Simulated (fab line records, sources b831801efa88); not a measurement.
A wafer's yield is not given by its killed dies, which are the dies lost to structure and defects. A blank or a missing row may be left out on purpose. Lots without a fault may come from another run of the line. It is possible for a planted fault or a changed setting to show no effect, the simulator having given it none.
Chamber matching | flow sfq_line | SFQ_TRILAYER_I6_CMP_CMP_166 on cmp-01 has 4 sister chambers
The step polishes SiO2. 16 wafers are shown with their chamber, then 8 later ones without.

## WAFERS PAIRED WITH THEIR CHAMBERS
wafer  | chamber | motor_current_A (A) | time_to_endpoint_s (s)
L318.3 | 0       | 11.4                | 212
L318.5 | 1       | 8.7                 | 211
L318.6 | 2       | 9.8                 | 221
L325.3 | 3       | 11.6                | 209
L325.4 | 0       | 11.1                | 216
L325.6 | 2       | 9.7                 | 223
L328.4 | 3       | 11.6                | 221
L328.5 | 2       | 9.8                 | 214
L328.6 | 1       | 8.5                 | 209
L330.3 | 2       | 9.8                 | 225
L330.5 | 3       | 10.9                | 218
L330.6 | 0       | 11.5                | 219
L331.1 | 3       | 11.2                | 214
L331.2 | 2       | 10.1                | 214
L331.4 | 1       | 7.8                 | 214
L334.2 | 1       | 9.0                 | 213

SIGNATURES, as means of the wafers listed above
reading            | chamber 0 | chamber 1 | chamber 2 | chamber 3 | scatter within a chamber
motor_current_A    | 11.333    | 8.500     | 9.840     | 11.325    | 0.33
time_to_endpoint_s | 215.67    | 211.75    | 219.40    | 215.50    | 4.34
Rule: distance of a wafer from a chamber = root of the sum over the readings of ((wafer's reading minus chamber's mean) / reading's scatter) squared. The wafer belongs to the nearest chamber; if the next one is less than 2 further off, it can't be placed. The scatter: take each reading less its chamber's mean, square it, sum over the shown wafers, divide by the number of wafers less the number of chambers, and take the root.

## WAFERS WHOSE CHAMBER IS MISSING
wafer  | motor_current_A (A) | time_to_endpoint_s (s)
L334.3 | 9.6                 | 211
L334.6 | 9.1                 | 217
L336.1 | 8.6                 | 195
L336.2 | 9.9                 | 209
L336.5 | 9.8                 | 211
L338.1 | 12.0                | 207
L338.2 | 8.9                 | 205
L338.4 | 9.3                 | 219

## CHAMBER TAKEN BY EACH
wafer  | from the rows above     | in truth
L334.3 | can't be placed: 2 or 1 | 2
L334.6 | can't be placed: 1 or 2 | 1
L336.1 | 1                       | 1
L336.2 | can't be placed: 2 or 1 | 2
L336.5 | 2                       | 2
L338.1 | can't be placed: 3 or 0 | 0
L338.2 | 1                       | 1
L338.4 | can't be placed: 2 or 1 | 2
Correct placement for 3 of the 8. Cannot be placed on the basis of these rows: 5; the candidates contain the true chamber in 5. Number placed wrongly: 0.
